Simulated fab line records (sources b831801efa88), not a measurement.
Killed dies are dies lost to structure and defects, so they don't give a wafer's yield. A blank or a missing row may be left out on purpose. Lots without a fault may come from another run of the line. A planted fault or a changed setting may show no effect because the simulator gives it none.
Struck lot and sound lot, side by side    flow sky130    14 out of 708 route steps
Sound: wafers L676.1, L676.3, L676.4. Wafers L681.2, L681.4, L681.5 were the ones struck. At the end, the cause is stated.
At each step with rows: each side's tool, then ch and its chambers, then its first start. Under that, the readings that differ: sound wafers    struck wafers    difference of the means    sigmas: that difference in standard deviations of wafers without a fault.
alike: a reading whose means differ by less than 2 such deviations, as well as words and numbers matching on both sides. not compared: withheld readings; readings where some wafer has no value; bounds like >300 that might hide an equal value; numbers whose values overlap and for which the record gives no deviation.
A row with sigmas, a row that says differs or no value, or rows on one side alone: a step with any of these is where the two part. Numbers that have no deviation but don't overlap get no sigmas and don't part them. A reading missing from all wafers of one side parts the sides only when that side holds two or more wafers.

first, 2 steps without rows for these wafers: SKY_LDD_LDN_PEB_05; SKY_LDD_LDN_DEVELOP_06 (develop time 60 s).
SKY_LDD_LDN_OVL_MEAS_07:
  sound on overlay-02 at day 26 00:02; struck on overlay-02 at day 27 22:32
  alike: LDD_LDN_OVL
then, 4 steps without rows for these wafers: SKY_LDD_LDN_IMPLANT_08; SKY_LDD_LDN_IMPLANT_09; SKY_LDD_LDN_IMPLANT_10; SKY_LDD_LDN_IMPLANT_11.
SKY_LDD_LDN_STRIP_12: strips in O2/N2.
  sound on plasma_asher-01 ch 0,1, day 26 00:40; struck on plasma_asher-03 ch 0, day 27 23:10
  alike: drypump_motor_current_A, oes_product_au, strip_time_to_endpoint_s
  not compared: rf_hours_counter_h
SKY_LDD_LDN_TW_MEAS_13:
  sound on film_metro-04 at day 26 00:46; struck on film_metro-02 at day 27 23:17
  alike: LDD_LDN_TW
then, 2 steps without rows for these wafers: SKY_LDD_LDN_CLEAN_14 (cleans in SC1/SC2, time 150 s); SKY_SPACER_CVD_00 (deposits Si3N4 from DCS/NH3, target thk 43.1 nm, time 740 s).
SKY_SPACER_THK_MEAS_01:
  sound on film_metro-03 at day 26 02:05; struck on film_metro-04 at day 28 00:36
  alike: SPACER_CVD_00_THK
SKY_SPACER_ETCHBACK_02: etches Si3N4 in CH3F/O2, stops on SiO2, time 46.7 s, target depth 45 nm.
  sound on rie_diel-01 ch 1,2,3, day 26 02:09; struck on rie_diel-02 ch 0,2,3, day 28 00:39
  no value came back on the struck wafers for any of 6 readings (O2_flow_sccm (sccm), bias_w (W) and others); on the sound wafers O2_flow_sccm (sccm) reads 29.93 29.90 30.03
-- the record jumps here: 21 days lie between the struck wafers' starts before and after (it left off in module SPACER and takes up again in module PAD_OPEN, whose first step shown is number 708 of the route) --
SKY_PAD_OPEN_PROBE_99:
  sound on prober-02 at day 48 01:32; struck on prober-01 at day 49 04:16
reading              sound     struck       difference  sigmas
killed_at_front_end  13 13 9   435 402 422  +408        +95
killed_dies          69 82 67  492 492 492  +419        +42
killed_on_rim        14 19 10  96 96 96     +82         +20
  alike: killed_at_M0_to_M3, killed_at_M4_up, killed_at_contacts, killed_at_other, killed_open, killed_short

## WHERE THEY PART
Last at SKY_PAD_OPEN_PROBE_99 as far as this record goes, first at SKY_SPACER_ETCHBACK_02.

WHY: what the simulator had put in
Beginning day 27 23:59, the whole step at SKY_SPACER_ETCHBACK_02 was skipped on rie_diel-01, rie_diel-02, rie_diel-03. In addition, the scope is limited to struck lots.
